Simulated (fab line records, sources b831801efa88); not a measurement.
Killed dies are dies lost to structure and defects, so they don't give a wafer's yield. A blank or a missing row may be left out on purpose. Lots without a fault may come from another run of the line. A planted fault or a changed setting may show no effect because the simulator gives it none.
Which tool did it? | flow sky130 | 7 lots, 21 wafers sampled, at 2 steps of a route of 708

WHAT THE GAUGES READ, wafer by wafer
SKY_LI_CONTACT_RS_MEAS_22: measures by four-point-probe.
lot  | measured     | on            | LI_CONTACT_W_RS (ohm/sq)
L298 | day 28 22:36 | film_metro-02 | 0.2868 0.2852 0.2856
L300 | day 29 19:43 | film_metro-03 | 0.2816 0.2807 0.2824
L303 | day 31 01:01 | film_metro-01 | 0.2874 0.2896 0.2881
L306 | day 33 03:53 | film_metro-01 | 0.2847 0.2877 0.2840
L309 | day 33 10:58 | film_metro-01 | 0.2875 0.2881 0.2865
L312 | day 34 06:25 | film_metro-03 | 24.883 24.730 24.593
L314 | day 34 23:07 | film_metro-01 | 25.083 25.282 25.378

WHICH TOOL RAN EACH LOT (tool, then ch and the chambers of the sampled wafers, then the start)
lot  | SKY_LI_CONTACT_CVD_21
L298 | cvd_w-01 ch 0,1, day 28 22:29
L300 | cvd_w-01 ch 0,1, day 29 19:36
L303 | cvd_w-02 ch 0,1, day 31 00:53
L306 | cvd_w-01 ch 0,1, day 33 03:45
L309 | cvd_w-01 ch 0,1, day 33 10:50
L312 | cvd_w-01 ch 0,1, day 34 06:18
L314 | cvd_w-02 ch 0,1, day 34 22:59
- SKY_LI_CONTACT_CVD_21: deposits W, target thk 400 nm, time 120.56 s.

THE ANSWER, worked out from the rows above alone
Rule: what is usual is taken from the lots themselves. Put in order of their means at a reading, lots are off if they are a third of the lots or fewer, leave a main group of 4 or more, and stand apart from it by a gap of 3 or more times the standard deviation of the main group's means; of several such gaps the widest counts. A main group whose means are all the same, to the digits that the tables above print for the reading, isn't used. A lot without any number at a reading at which 4 lots or more have one is off too. The other lots that the step has rows for count as sound.
Off: L312, L314, at SKY_LI_CONTACT_RS_MEAS_22 (LI_CONTACT_W_RS). The main group: mean 0.2857 ohm/sq, standard deviation 0.0023.
A tool fits if, at a process step before that reading, it ran every lot that is off, and no sound lot after the first of them. The gauges at SKY_LI_CONTACT_RS_MEAS_22 are tried like those tools. None of those tried fits.

WHAT THE SIMULATOR HAD PUT IN
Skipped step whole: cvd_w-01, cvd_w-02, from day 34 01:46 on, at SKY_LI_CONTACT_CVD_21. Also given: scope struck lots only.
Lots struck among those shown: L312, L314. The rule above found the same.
